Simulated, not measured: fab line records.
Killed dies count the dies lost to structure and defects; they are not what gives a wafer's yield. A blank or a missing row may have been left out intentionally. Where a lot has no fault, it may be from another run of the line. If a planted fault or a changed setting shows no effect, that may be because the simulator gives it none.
fab line records -- flow sky130
[record] lots = 6, wafers = 18, last_day = 50
route steps=708 shown METAL1@448 VIA1@458
lots that met no fault: from a run of the same line without faults
start_h: hours from the record's first day to the start of the lot's first wafer shown -- wait_h: hours since the lot's step before -- " unchanged from the row above -- L1.1+2: a single row standing in for several wafers -- - no value, or no start was given -- * or withheld: withheld -- < > ~ a bound
route shown NAME@n: a module of which the file shows steps, and the number in the route of the first -- usual: mean and standard deviation over wafers with no fault -- same: alike in all rows -- chamber/n: place in a boat -- sites: readings site by site -- _std_site: how widely they spread, as a standard deviation -- _edge_site: the outer-site mean with the inner-site mean subtracted -- radius_mm: how far each site lies from the wafer's centre -- mask NAME#n: copy n -- behind: the last tool/chamber to shape the wafer -- hold: reason for holding the lot/hours on hold/outcome of the hold -- device: whichever transistor did not switch (one of n, p or np) -- end of line: tests of these same wafers at the route's end -- step lacking rows: just its recipe -- killed: not the wafer's yield, but the dies lost to structure and defects at the first sort -- map: dies across one wafer; x = killed, . = not, _ = none there
set.NAME: the setting that was run; set.NAME@STEP: the one run at that earlier step -- model.NAME: the simulator's own value behind a step, which no gauge read
a table for each step, a row for each wafer; lots at some steps of the route
services: when a tool's chamber went out of use (start_h, in hours from the record's first day, below 0 if earlier), for how many hours, and the reason
[[steps]]
[step SKY_METAL1_DEVELOP_14]
[recipe] develop_time_s = 60, resist = KrF-thick, dev_temp_c = 21
[step SKY_METAL1_CD_MEAS_15]
[recipe] target_cd_nm = 140
[usual] cd_nm = 140.2/1.5
lot.wafer,tool,chamber,start_h,wait_h,cd_nm
L709.1,cd_sem-01,-,782.68,-,140.9
L709.2,cd_sem-01,-,782.68,-,140.5
L709.6,cd_sem-01,-,782.68,-,142.5
L715.2,cd_sem-02,-,834.25,-,137.6
L715.4,cd_sem-02,-,834.25,-,139.2
L715.6,cd_sem-02,-,834.25,-,138.1
L716.1,cd_sem-01,-,839.93,-,141.5
L716.2,cd_sem-01,-,839.93,-,141.3
L716.3,cd_sem-01,-,839.93,-,140.7
L717.2,cd_sem-02,-,854.58,-,141.9
L717.5,cd_sem-02,-,854.58,-,142.0
L717.6,cd_sem-02,-,854.58,-,140.4
L729.4,cd_sem-02,-,928.94,-,140.3
L729.5,cd_sem-02,-,928.94,-,138.5
L729.6,cd_sem-02,-,928.94,-,139.3
L730.1,cd_sem-01,-,934.71,-,139.1
L730.2,cd_sem-01,-,934.71,-,139.1
L730.3,cd_sem-01,-,934.71,-,137.8
[step SKY_METAL1_OVL_MEAS_16]
[usual] METAL1_OVL = -3/6.1
lot.wafer,tool,chamber,start_h,wait_h,METAL1_OVL[nm]
L709.1,overlay-02,-,782.80,0.1,-2
L709.2,overlay-02,-,782.80,0.1,-3
L709.6,overlay-02,-,782.80,0.1,-3
L715.2,overlay-01,-,834.36,0.1,-1
L715.4,overlay-01,-,834.36,0.1,3
L715.6,overlay-01,-,834.36,0.1,0
L716.1,overlay-02,-,840.05,0.1,-7
L716.2,overlay-02,-,840.05,0.1,-3
L716.3,overlay-02,-,840.05,0.1,-5
L717.2,overlay-02,-,854.68,0.1,1
L717.5,overlay-02,-,854.68,0.1,-6
L717.6,overlay-02,-,854.68,0.1,-5
L729.4,overlay-02,-,929.02,0.1,-1
L729.5,overlay-02,-,929.02,0.1,-2
L729.6,overlay-02,-,929.02,0.1,2
L730.1,overlay-01,-,934.83,0.1,-11
L730.2,overlay-01,-,934.83,0.1,-9
L730.3,overlay-01,-,934.83,0.1,-2
[step SKY_METAL1_DESCUM_17]
[recipe] chemistry = O2, source_power_w = 150, bias_power_w = 0, pressure_mtorr = 10, temp_c = 40, time_s = 8
[step SKY_METAL1_ETCH_18]
[recipe] chemistry = N2/H2, target = BARC, ion_energy_ev = 200, bias_w = 100, pressure_mtorr = 30, n2_flow_sccm = 100, h2_flow_sccm = 200, icp_w = 500, stop_on = SiO2, time_s = 45.9, target_depth_a = 600
[usual] drypump_motor_current_A = 5.7/0.69, oes_product_au = 0.854/0.0043, rf_fwd_power_W = 494.3/2.4, throttle_valve_pct = 13.225/0.008
lot.wafer,tool,chamber,start_h,wait_h,drypump_motor_current_A,oes_product_au,rf_fwd_power_W,rf_hours_counter_h,throttle_valve_pct
L709.1,rie_metal-01,1,782.87,0.0,4.9,0.859,496.3,8,13.229
L709.2,rie_metal-01,0,782.87,0.0,5.3,0.856,494.9,2,13.220
L709.6,rie_metal-01,1,782.87,0.0,4.9,0.850,494.8,-,13.226
L715.2,rie_metal-04,1,834.42,0.0,6.8,0.855,493.9,8,13.206
L715.4,rie_metal-04,0,834.42,0.0,5.5,0.851,498.3,-,13.230
L715.6,rie_metal-04,0,834.42,0.0,5.5,0.859,499.4,-,13.225
L716.1,rie_metal-04,0,840.12,0.0,5.5,0.859,496.1,11,13.233
L716.2,rie_metal-04,1,840.12,0.0,6.8,0.852,494.8,8,13.219
L716.3,rie_metal-04,1,840.12,0.0,6.8,0.855,492.4,-,13.229
L717.2,rie_metal-01,1,854.74,0.0,4.9,0.853,495.9,11,13.229
L717.5,rie_metal-01,1,854.74,0.0,4.9,0.859,498.4,-,13.238
L717.6,rie_metal-01,0,854.74,0.0,5.3,0.859,493.3,-,13.224
L729.4,rie_metal-04,1,929.09,0.0,6.8,0.848,494.3,-,13.230
L729.5,rie_metal-04,0,929.09,0.0,5.5,0.853,498.0,-,13.225
L729.6,rie_metal-04,1,929.09,0.0,6.8,0.852,492.4,-,13.213
L730.1,rie_metal-04,1,934.89,0.0,6.8,0.847,494.1,13,13.222
L730.2,rie_metal-04,0,934.89,0.0,5.5,0.855,496.7,15,13.224
L730.3,rie_metal-04,0,934.89,0.0,5.5,0.855,495.9,-,13.214
[step SKY_METAL1_METAL_ETCH_19]
[recipe] target_depth_a = 3600, stop_on = SiO2, over_etch_frac = 0.3, time_s = 78, chemistry = Cl2/BCl3, resist_sidewall_deg = 88, pressure_mtorr = 10, icp_w = 900, bias_w = 48.5, Cl2_flow_sccm = 60, bcl3_flow_sccm = 30
[usual] drypump_motor_current_A = 5.6/0.69, oes_product_au = 0.855/0.0058, rf_fwd_power_W = 893/4, throttle_valve_pct = 22.265/0.0094
lot.wafer,tool,chamber,start_h,wait_h,drypump_motor_current_A,oes_product_au,rf_fwd_power_W,rf_hours_counter_h,throttle_valve_pct
L709.1,rie_metal-01,1,782.93,0.0,4.9,0.858,900,8,22.270
L709.2,rie_metal-01,0,782.93,0.0,5.2,0.858,888,2,22.281
L709.6,rie_metal-01,1,782.93,0.0,4.9,0.853,898,-,22.246
L715.2,rie_metal-04,1,834.48,0.0,6.8,0.855,886,8,22.254
L715.4,rie_metal-04,0,834.48,0.0,5.5,0.852,894,-,22.269
L715.6,rie_metal-04,0,834.48,0.0,5.5,0.854,900,-,22.257
L716.1,rie_metal-04,0,840.18,0.0,5.5,0.860,897,11,22.270
L716.2,rie_metal-04,1,840.18,0.0,6.8,0.855,889,8,22.243
L716.3,rie_metal-04,1,840.18,0.0,6.8,0.866,886,-,22.275
L717.2,rie_metal-01,1,854.81,0.0,4.9,0.855,895,11,22.257
L717.5,rie_metal-01,1,854.81,0.0,4.9,0.846,897,-,22.277
L717.6,rie_metal-01,0,854.81,0.0,5.3,0.849,886,-,22.254
L729.4,rie_metal-04,1,929.16,0.1,6.8,0.849,892,-,22.272
L729.5,rie_metal-04,0,929.16,0.1,5.5,0.860,900,-,22.258
L729.6,rie_metal-04,1,929.16,0.1,6.8,0.859,891,-,22.258
L730.1,rie_metal-04,1,934.96,0.0,6.8,0.854,893,13,22.272
L730.2,rie_metal-04,0,934.96,0.0,5.5,0.845,900,15,22.257
L730.3,rie_metal-04,0,934.96,0.0,5.4,0.859,903,-,22.259
[step SKY_METAL1_STRIP_20]
[recipe] chemistry = O2/N2, power_w = 1400, pressure_mtorr = 1500, platen_temp_c = withheld, o2_flow_sccm = 3000, n2_flow_sccm = 300, overash_fraction = 0.5
[step SKY_METAL1_STRIP_21]
[recipe] chemistry = post_etch_residue_remover, time_s = 1200, temp_c = 72.5
[step SKY_METAL1_CLEAN_22]
[recipe] chemistry = IPA, time_s = 180, temp_c = 25
[step SKY_METAL1_CLEAN_23]
[recipe] chemistry = O3/DIW, dry = n2_spin
[step SKY_VIA1_HDPCVD_00]
[recipe] material = SiO2, target_thk_nm = 1030, sigma_open_frac = 0.3, time_s = 171.7, temp_c = 400, sih4_flow_sccm = 60, pressure_mtorr = 6
[step SKY_VIA1_THK_MEAS_01]
[recipe] reads = SiO2_of_VIA1_HDPCVD_00
[usual] VIA1_HDPCVD_THK = 1024/10
lot.wafer,tool,chamber,start_h,wait_h,VIA1_HDPCVD_THK[nm]
L709.1,film_metro-01,-,783.86,0.1,1013
L709.2,film_metro-01,-,783.86,0.1,1017
L709.6,film_metro-01,-,783.86,0.1,1011
L715.2,film_metro-04,-,835.32,0.1,1009
L715.4,film_metro-04,-,835.32,0.1,1022
L715.6,film_metro-04,-,835.32,0.1,1021
L716.1,film_metro-03,-,841.03,0.1,1004
L716.2,film_metro-03,-,841.03,0.1,1022
L716.3,film_metro-03,-,841.03,0.1,1015
L717.2,film_metro-03,-,855.61,0.1,1029
L717.5,film_metro-03,-,855.61,0.1,1022
L717.6,film_metro-03,-,855.61,0.1,1021
L729.4,film_metro-03,-,929.97,0.0,1031
L729.5,film_metro-03,-,929.97,0.0,1027
L729.6,film_metro-03,-,929.97,0.0,1018
L730.1,film_metro-04,-,935.77,0.1,1026
L730.2,film_metro-04,-,935.77,0.1,1011
L730.3,film_metro-04,-,935.77,0.1,1034
[step SKY_VIA1_CMP_02]
[recipe] material = SiO2, down_force_psi = 4, platen_rpm = 60, pad_velocity_m_s = 0.94248
[usual] edge_zone_pressure_frac = 0.999/0.0046, head_pressure_psi = 3.999/0.0092, motor_current_A = 11.4/1.2, slurry_filter_dp_kPa = 13.49/0.13
lot.wafer,tool,chamber,start_h,wait_h,edge_zone_pressure_frac,head_pressure_psi,motor_current_A,slurry_filter_dp_kPa,model.SiO2_of_VIA1_HDPCVD_00.thk_nm
L709.1,cmp-02,2,783.92,0.1,0.997,3.982,10.5,13.66,344.6
L709.2,cmp-02,0,783.92,0.1,0.999,4.011,12.8,13.31,344.3
L709.6,cmp-02,3,783.92,0.1,0.998,3.990,9.9,13.60,345.8
L715.2,cmp-02,3,835.37,0.0,-,-,-,-,1009
L715.4,cmp-02,2,835.37,0.0,-,-,-,-,1022
L715.6,cmp-02,3,835.37,0.0,-,-,-,-,1022
L716.2,cmp-02,1,841.09,0.0,-,-,-,-,1022
L716.1,cmp-02,2,841.09,0.0,-,-,-,-,1005
L716.3,cmp-02,0,841.09,0.0,-,-,-,-,1015
L717.2,cmp-01,1,855.76,0.1,1.005,4.002,11.5,13.41,346.1
L717.6,cmp-01,3,855.76,0.1,0.997,3.999,10.5,13.39,343.1
L717.5,cmp-01,0,855.76,0.1,0.991,3.991,11.6,13.61,344.1
L729.4,cmp-01,0,930.10,0.1,0.996,4.012,11.4,13.74,343.2
L729.6,cmp-01,2,930.10,0.1,0.999,3.999,11.0,13.40,343.2
L729.5,cmp-01,3,930.10,0.1,1.000,3.982,10.9,13.45,342.4
L730.1,cmp-02,2,935.83,0.1,0.996,4.011,10.7,13.50,344.8
L730.2,cmp-02,0,935.83,0.1,0.996,3.990,13.3,13.63,344.2
L730.3,cmp-02,1,935.83,0.1,0.999,4.001,12.9,13.52,345.2
[step SKY_VIA1_BOW_MEAS_03]
[recipe] mode = bow
[usual] VIA1_BOW = 80/6.9
lot.wafer,tool,chamber,start_h,wait_h,VIA1_BOW[um]
L709.1,film_metro-03,-,784.22,0.2,84
L709.2,film_metro-03,-,784.22,0.2,86
L709.6,film_metro-03,-,784.22,0.2,78
L715.2,film_metro-04,-,835.69,0.3,122
L715.4,film_metro-04,-,835.69,0.3,124
L715.6,film_metro-04,-,835.69,0.3,115
L716.1,film_metro-03,-,841.39,0.2,108
L716.2,film_metro-03,-,841.39,0.2,113
L716.3,film_metro-03,-,841.39,0.2,122
L717.2,film_metro-01,-,855.98,0.2,79
L717.5,film_metro-01,-,855.98,0.2,82
L717.6,film_metro-01,-,855.98,0.2,77
L729.4,film_metro-04,-,930.36,0.2,81
L729.5,film_metro-04,-,930.36,0.2,80
L729.6,film_metro-04,-,930.36,0.2,76
L730.1,film_metro-03,-,936.13,0.2,75
L730.2,film_metro-03,-,936.13,0.2,80
L730.3,film_metro-03,-,936.13,0.2,91
[step SKY_VIA1_DEHYDRATE_04]
[recipe] temp_c = 200, time_s = 60
[step SKY_VIA1_HMDS_05]
[recipe] prime_time_s = 60, prime_temp_c = 120
[step SKY_VIA1_COAT_06]
[recipe] resist = BARC, temp_c = withheld, time_s = withheld, spin_rpm = 3000, resist_thk_nm = 60
[step SKY_VIA1_COAT_07]
[recipe] resist = KrF-thick, spin_rpm = 3000, resist_thk_nm = 450
[step SKY_VIA1_SOFTBAKE_08]
[recipe] temp_c = 100, time_s = 90, resist = KrF-thick
[step SKY_VIA1_EXPOSE_09]
[recipe] mask_id = VIM, na = 0.8, source_shape = annular, sigma_inner = 0.55, sigma_outer = 0.85, target_cd_nm = 150, dose_mj = 38
[step SKY_VIA1_PEB_10]
[recipe] peb_temp_c = withheld, peb_time_s = withheld, resist = KrF-thick
[step SKY_VIA1_DEVELOP_11]
[recipe] develop_time_s = 60, resist = KrF-thick, dev_temp_c = 21
[step SKY_VIA1_CD_MEAS_12]
[recipe] target_cd_nm = 150
[usual] cd_nm = 149.6/1.6
lot.wafer,tool,chamber,start_h,wait_h,cd_nm
L709.1,cd_sem-01,-,811.20,-,149.9
L709.2,cd_sem-01,-,811.20,-,150.0
L709.6,cd_sem-01,-,811.20,-,149.9
L715.2,cd_sem-01,-,862.20,-,150.3
L715.4,cd_sem-01,-,862.20,-,151.2
L715.6,cd_sem-01,-,862.20,-,150.5
L716.1,cd_sem-02,-,867.46,-,147.9
L716.2,cd_sem-02,-,867.46,-,149.0
L716.3,cd_sem-02,-,867.46,-,147.5
L717.2,cd_sem-01,-,882.58,-,150.0
L717.5,cd_sem-01,-,882.58,-,151.3
L717.6,cd_sem-01,-,882.58,-,152.8
L729.4,cd_sem-01,-,955.14,-,149.4
L729.5,cd_sem-01,-,955.14,-,151.3
L729.6,cd_sem-01,-,955.14,-,149.1
L730.1,cd_sem-02,-,961.03,-,148.9
L730.2,cd_sem-02,-,961.03,-,148.3
L730.3,cd_sem-02,-,961.03,-,148.2
[step SKY_VIA1_OVL_MEAS_13]
[usual] VIA1_OVL = 0/5.7
lot.wafer,tool,chamber,start_h,wait_h,VIA1_OVL[nm]
L709.1,overlay-02,-,811.32,0.1,3
L709.2,overlay-02,-,811.32,0.1,-3
L709.6,overlay-02,-,811.32,0.1,-2
L715.2,overlay-01,-,862.31,0.1,-3
L715.4,overlay-01,-,862.31,0.1,-1
L715.6,overlay-01,-,862.31,0.1,-6
L716.1,overlay-02,-,867.58,0.1,-5
L716.2,overlay-02,-,867.58,0.1,-5
L716.3,overlay-02,-,867.58,0.1,-3
L717.2,overlay-02,-,882.69,0.1,-10
L717.5,overlay-02,-,882.69,0.1,-8
L717.6,overlay-02,-,882.69,0.1,-7
L729.4,overlay-01,-,955.22,0.1,-1
L729.5,overlay-01,-,955.22,0.1,-3
L729.6,overlay-01,-,955.22,0.1,-8
L730.1,overlay-01,-,961.15,0.1,3
L730.2,overlay-01,-,961.15,0.1,-4
L730.3,overlay-01,-,961.15,0.1,0
[step SKY_VIA1_ETCH_14]
[recipe] chemistry = N2/H2, target = BARC, ion_energy_ev = 200, source_w = 500, bias_w = 100, pressure_mtorr = 30, n2_flow_sccm = 100, h2_flow_sccm = 200, stop_on = SiO2, time_s = 45.9, target_depth_a = 600
[step SKY_VIA1_ETCH_15]
[recipe] target = SiO2, chemistry = C4F8/O2/Ar, target_depth_nm = 351, stop_on = TiN, mask_material = KrF-thick, source_w = 1500, bias_w = 1200, pressure_mtorr = 40, c4f8_flow_sccm = withheld, O2_flow_sccm = 6, Ar_flow_sccm = 300, time_s = 54
[usual] oes_product_au = 0.982/0.0058, rf_fwd_power_W = 1488/6
lot.wafer,tool,chamber,start_h,wait_h,oes_product_au,rf_fwd_power_W,rf_hours_counter_h,model.etch.depth_nm,model.VIA1.feature_depth_nm
L709.1,rie_diel-03,1,811.40,0.0,0.986,1484,22,344.6,344.6
L709.2,rie_diel-03,3,811.40,0.0,0.981,1485,0,344.3,344.3
L709.6,rie_diel-03,1,811.40,0.0,0.988,1482,-,345.8,345.8
L715.2,rie_diel-01,0,862.38,0.0,1.659,1496,12,360,360
L715.4,rie_diel-01,1,862.38,0.0,1.632,1497,1,353.1,353.1
L715.6,rie_diel-01,2,862.38,0.0,1.629,1480,-,353,353
L716.1,rie_diel-04,1,867.66,0.0,1.624,1485,8,350.7,350.7
L716.2,rie_diel-04,3,867.66,0.0,1.639,1488,6,354.5,354.5
L716.3,rie_diel-04,2,867.66,0.0,1.635,1490,7,352.7,352.7
L717.2,rie_diel-03,1,882.76,0.0,0.982,1477,24,346.1,346.1
L717.5,rie_diel-03,1,882.76,0.0,0.977,1486,-,344.1,344.1
L717.6,rie_diel-03,0,882.76,0.0,0.987,1491,-,343.1,343.1
L729.4,rie_diel-01,0,955.28,0.0,0.985,1496,14,343.2,343.2
L729.5,rie_diel-01,1,955.28,0.0,0.982,1496,-,342.4,342.4
L729.6,rie_diel-01,2,955.28,0.0,0.974,1493,-,343.2,343.2
L730.1,rie_diel-04,2,961.23,0.0,0.987,1495,10,344.8,344.8
L730.2,rie_diel-04,0,961.23,0.0,0.985,1487,3,344.2,344.2
L730.3,rie_diel-04,1,961.23,0.0,0.987,1490,11,345.2,345.2
[step SKY_VIA1_STRIP_16]
[recipe] chemistry = O2/N2, power_w = 1400, pressure_mtorr = 1500, platen_temp_c = withheld, o2_flow_sccm = 3000, n2_flow_sccm = 300, overash_fraction = 0.5
[usual] drypump_motor_current_A = 5.8/0.32, oes_product_au = 0.416/0.0046, strip_time_to_endpoint_s = 4.457/0.02
lot.wafer,tool,chamber,start_h,wait_h,drypump_motor_current_A,oes_product_au,rf_hours_counter_h,strip_time_to_endpoint_s
L709.1,plasma_asher-04,0,811.45,0.0,5.7,0.422,38,4.441
L709.2,plasma_asher-04,1,811.45,0.0,5.9,0.422,38,4.481
L709.6,plasma_asher-04,0,811.45,0.0,5.6,0.424,-,4.469
L715.2,plasma_asher-04,0,862.43,0.0,5.7,0.409,43,4.391
L715.4,plasma_asher-04,0,862.43,0.0,5.6,0.410,-,4.433
L715.6,plasma_asher-04,0,862.43,0.0,5.6,0.415,-,4.458
L716.1,plasma_asher-04,0,867.70,0.0,5.6,0.417,44,4.452
L716.2,plasma_asher-04,1,867.70,0.0,5.9,0.408,44,4.442
L716.3,plasma_asher-04,0,867.70,0.0,5.6,0.407,-,4.457
L717.2,plasma_asher-04,0,882.80,0.0,5.6,0.417,45,4.444
L717.5,plasma_asher-04,1,882.80,0.0,5.9,0.417,-,4.453
L717.6,plasma_asher-04,0,882.80,0.0,5.6,0.416,-,4.477
L729.4,plasma_asher-04,1,955.36,0.1,5.9,0.414,-,4.454
L729.5,plasma_asher-04,1,955.36,0.1,5.9,0.415,-,4.463
L729.6,plasma_asher-04,0,955.36,0.1,5.7,0.408,-,4.465
L730.1,plasma_asher-04,0,961.28,0.0,5.6,0.419,53,4.449
L730.2,plasma_asher-04,1,961.28,0.0,5.9,0.415,53,4.469
L730.3,plasma_asher-04,1,961.28,0.0,5.9,0.418,-,4.470
[step SKY_VIA1_STRIP_17]
[recipe] chemistry = post_etch_residue_remover, time_s = 1200, temp_c = 72.5
[step SKY_VIA1_CLEAN_18]
[recipe] chemistry = IPA, time_s = 180, temp_c = 25
[step SKY_VIA1_CLEAN_19]
[recipe] chemistry = O3/DIW, dry = n2_spin
[step SKY_VIA1_SPUTTER_20]
[recipe] material = TiN, target_thk_nm = 20, chamber_pressure_pa = 5, power_w = 4000, time_s = 80
[usual] throttle_valve_pct = 29.8/1.2
lot.wafer,tool,chamber,start_h,wait_h,throttle_valve_pct
L709.1,pvd_sputter-03,-,812.10,0.0,32.2
L709.2,pvd_sputter-03,-,812.10,0.0,28.9
L709.6,pvd_sputter-03,-,812.10,0.0,32.0
L715.2,pvd_sputter-03,-,863.37,0.0,29.2
L715.4,pvd_sputter-03,-,863.37,0.0,31.9
L715.6,pvd_sputter-03,-,863.37,0.0,28.9
L716.1,pvd_sputter-04,-,868.36,0.0,32.0
L716.2,pvd_sputter-04,-,868.36,0.0,29.4
L716.3,pvd_sputter-04,-,868.36,0.0,29.7
L717.2,pvd_sputter-03,-,883.74,0.0,31.7
L717.5,pvd_sputter-03,-,883.74,0.0,31.6
L717.6,pvd_sputter-03,-,883.74,0.0,28.5
L729.4,pvd_sputter-03,-,955.92,0.0,28.9
L729.5,pvd_sputter-03,-,955.92,0.0,31.7
L729.6,pvd_sputter-03,-,955.92,0.0,28.5
L730.1,pvd_sputter-01,-,961.87,0.0,28.9
L730.2,pvd_sputter-01,-,961.87,0.0,30.5
L730.3,pvd_sputter-01,-,961.87,0.0,28.1
[step SKY_VIA1_CVD_21]
[recipe] material = W, target_thk_nm = 270, time_s = 80.902, temp_c = 400, pressure_torr = 40
[usual] heater_power_w = 795/99
lot.wafer,tool,chamber,start_h,wait_h,heater_power_w
L709.1,cvd_w-01,0,812.16,0.0,843
L709.2,cvd_w-01,1,812.16,0.0,952
L709.6,cvd_w-01,1,812.16,0.0,935
L715.2,cvd_w-02,0,863.43,0.0,795
L715.4,cvd_w-02,1,863.43,0.0,658
L715.6,cvd_w-02,0,863.43,0.0,775
L716.1,cvd_w-02,1,868.43,0.0,670
L716.2,cvd_w-02,0,868.43,0.0,768
L716.3,cvd_w-02,1,868.43,0.0,654
L717.2,cvd_w-02,0,883.80,0.0,800
L717.5,cvd_w-02,1,883.80,0.0,679
L717.6,cvd_w-02,0,883.80,0.0,786
L729.4,cvd_w-02,0,956.01,0.1,802
L729.5,cvd_w-02,1,956.01,0.1,683
L729.6,cvd_w-02,0,956.01,0.1,774
L730.1,cvd_w-02,1,961.93,0.0,671
L730.2,cvd_w-02,0,961.93,0.0,792
L730.3,cvd_w-02,0,961.93,0.0,779
[step SKY_VIA1_CMP_24]
[recipe] stop_on = SiO2, t_overpolish_s = 15, down_force_psi = 3.5, platen_rpm = 60, target_thk_nm = 0, pad_velocity_m_s = 0.94248
[usual] edge_zone_pressure_frac = 0.999/0.0049, head_pressure_psi = 3.500/0.0077, motor_current_A = 10.3/1, slurry_filter_dp_kPa = 13.50/0.14
lot.wafer,tool,chamber,start_h,wait_h,edge_zone_pressure_frac,head_pressure_psi,motor_current_A,slurry_filter_dp_kPa,model.SiO2_of_VIA1_HDPCVD_00.thk_nm
L709.2,cmp-02,3,812.48,0.1,1.012,3.499,8.7,13.54,341.1
L709.1,cmp-02,1,812.48,0.1,0.997,3.489,12.2,13.48,341.4
L709.6,cmp-02,3,812.48,0.1,1.005,3.499,8.9,13.48,342.6
L715.4,cmp-01,2,863.71,0.0,1.000,3.515,9.7,13.44,1019
L715.2,cmp-01,3,863.71,0.0,1.009,3.494,9.8,13.45,1006
L715.6,cmp-01,3,863.71,0.0,0.996,3.500,9.7,13.58,1019
L716.1,cmp-02,1,868.75,0.1,0.999,3.490,12.2,13.36,1002
L716.2,cmp-02,2,868.75,0.1,1.003,3.503,9.7,13.51,1019
L716.3,cmp-02,3,868.75,0.1,0.996,3.513,8.8,13.30,1012
L717.2,cmp-02,0,884.12,0.1,1.002,3.489,12.0,13.47,343
L717.5,cmp-02,3,884.12,0.1,0.998,3.501,9.0,13.42,341
L717.6,cmp-02,0,884.12,0.1,1.000,3.495,12.2,13.47,339.9
L729.4,cmp-01,0,956.36,0.1,0.994,3.503,9.9,13.58,340
L729.6,cmp-01,2,956.36,0.1,1.004,3.500,10.1,13.55,340
L729.5,cmp-01,3,956.36,0.1,0.998,3.507,9.6,13.43,339.2
L730.2,cmp-01,3,962.20,0.0,0.997,3.516,9.8,13.57,341.1
L730.1,cmp-01,1,962.20,0.0,1.000,3.490,10.4,13.43,341.6
L730.3,cmp-01,2,962.20,0.0,0.994,3.500,10.3,13.43,342
[[services]]
tool,chamber,start_h,hours,kind
cvd_w-01,0,761.35,7.5,repair
rie_metal-04,-,766.06,0.2,repair
cmp-01,-,784.90,1.9,repair
pvd_sputter-04,-,793.10,5.7,repair
rie_diel-04,0,793.97,5.3,repair
cmp-01,-,826.16,7.2,pm
plasma_asher-04,-,830.09,0.3,repair
rie_diel-04,-,834.47,0.9,repair
rie_metal-01,0,850.49,3.7,repair
rie_metal-04,-,855.53,6.7,repair
rie_diel-01,1,879.58,9.8,repair
rie_metal-01,-,883.66,4.3,pm
rie_diel-04,-,890.11,0.7,repair
cmp-02,-,897.99,7.2,pm
rie_diel-01,3,901.83,6.0,repair
rie_diel-01,3,911.02,10.0,repair
cmp-02,-,912.15,2.3,repair
cmp-02,-,914.48,4.0,pm
cmp-01,-,928.09,1.7,repair
rie_diel-04,3,928.11,5.2,repair
rie_diel-01,-,929.86,0.6,repair
rie_metal-01,1,936.99,5.2,repair
rie_metal-01,-,943.99,0.8,repair
plasma_asher-04,-,951.30,2.8,pm
[[key]]
[first_sign] step = SKY_VIA1_CMP_02, reading = tool_record, direction = missing
[effect] step = SKY_VIA1_BOW_MEAS_03, reading = VIA1_BOW, direction = up, sigmas = 5.4, usual = 80, struck = 117
[effect] step = SKY_VIA1_ETCH_15, reading = oes_product_au, direction = up, sigmas = 99+, usual = 0.982, struck = 1.636
[model_effect] step = SKY_VIA1_CMP_02, value = SiO2_of_VIA1_HDPCVD_00.thk_nm, without = 345.8, struck = 1016
[model_effect] step = SKY_VIA1_ETCH_15, value = etch.depth_nm, without = 345.8, struck = 354
[model_effect] step = SKY_VIA1_CMP_24, value = SiO2_of_VIA1_HDPCVD_00.thk_nm, without = 342.7, struck = 1013
met_at SKY_VIA1_CMP_02
struck_wafers L715.2,L715.4,L715.6,L716.1,L716.2,L716.3
later_rows_left_out L715.2,L715.4,L715.6,L716.1,L716.2,L716.3
sort_left_out L715.2,L715.4,L715.6,L716.1,L716.2,L716.3
onset_between 783.92 835.37
[fault] kind = skipped_step_whole, tool = cmp-02, chamber = -, onset_h = 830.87, steps = SKY_VIA1_CMP_02, scope = struck_lots_only
// sort_left_out: the simulated sort isn't trusted on such a fault, so these wafers' sort isn't shown, and their yield isn't known
// later_rows_left_out: the simulator's readings of these wafers behind a module that went badly wrong aren't trusted and aren't shown, but for the sort
